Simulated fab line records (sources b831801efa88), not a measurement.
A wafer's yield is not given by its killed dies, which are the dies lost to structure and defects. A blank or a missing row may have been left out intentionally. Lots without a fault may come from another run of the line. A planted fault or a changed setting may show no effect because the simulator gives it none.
Which tool was responsible?    flow sky130    route of 708 steps, sampled at 1 step: 15 lots, 45 wafers

WHAT EACH GAUGE READ, for each wafer
The record holds no reading of a measuring or inspecting step that can be judged against a usual standard deviation.

TOOL THAT RAN EACH LOT (tool first, then ch and the chambers of the sampled wafers, then the start)
lot   SKY_GATE_OXIDE_DEVELOP_09
L462  lithoTrack-04 ch 0, day 14 13:56
L464  lithoTrack-03 ch 0, day 15 04:54
L465  lithoTrack-04 ch 0, day 15 17:03
L466  lithoTrack-03 ch 0, day 15 22:01
L467  lithoTrack-01 ch 0, day 16 03:34
L468  lithoTrack-01 ch 0, day 16 08:36
L469  lithoTrack-01 ch 0, day 16 16:04
L475  lithoTrack-03 ch 0, day 19 07:00
L476  lithoTrack-04, day 19 18:03
L478  lithoTrack-04, day 19 23:14
L479  lithoTrack-03, day 20 06:33
L480  lithoTrack-04 ch 0, day 20 14:56
L481  lithoTrack-03 ch 0, day 21 07:15
L482  lithoTrack-04 ch 0, day 21 07:20
L484  lithoTrack-04 ch 0, day 22 02:57
- SKY_GATE_OXIDE_DEVELOP_09: develop time 60 s.

WHAT THE TOOLS THEMSELVES READ (means of the sampled wafers that have a number; where no wafer has one, the mark that the record gives instead)
SKY_GATE_OXIDE_DEVELOP_09.
lot   tool           chillPlateTempC (C)
L462  lithoTrack-04  22.89
L464  lithoTrack-03  23.05
L465  lithoTrack-04  23.20
L466  lithoTrack-03  22.99
L467  lithoTrack-01  22.94
L468  lithoTrack-01  22.94
L469  lithoTrack-01  22.92
L475  lithoTrack-03  23.15
L476  lithoTrack-04  -
L478  lithoTrack-04  -
L479  lithoTrack-03  -
L480  lithoTrack-04  23.01
L481  lithoTrack-03  23.19
L482  lithoTrack-04  23.07
L484  lithoTrack-04  23.19

THE ANSWER, worked out from the rows above alone
Rule: usual is defined by the lots themselves. Put in order of their means at a reading, lots are off if they are a third of the lots or fewer, leave a main group of 4 or more, and stand apart from it by a gap of 3 or more times the standard deviation of the main group's means; of several such gaps the widest counts. The tables above print the reading to a certain number of digits; a main group whose means all agree to those digits is not used. A lot without any number at a reading at which 4 lots or more have one is off too. All remaining lots with rows at the step are treated as sound. The gauges are gone through in route order, then the tools' own readings, and for those a lot's mean is taken as printed above. At the first step where some lot is off, the reading lying furthest off is the one used; lots without a number count as furthest.
Off: L476, L478, L479, at SKY_GATE_OXIDE_DEVELOP_09 (chillPlateTempC). Without a number there: L476, L478, L479. Main group: mean 23.05 C, sd 0.11.
A tool fits if, at that step or a process step before it, it ran every lot that is off, and no sound lot after the first of them. None of those tried fits.

WHAT THE SIMULATOR HAD PUT IN
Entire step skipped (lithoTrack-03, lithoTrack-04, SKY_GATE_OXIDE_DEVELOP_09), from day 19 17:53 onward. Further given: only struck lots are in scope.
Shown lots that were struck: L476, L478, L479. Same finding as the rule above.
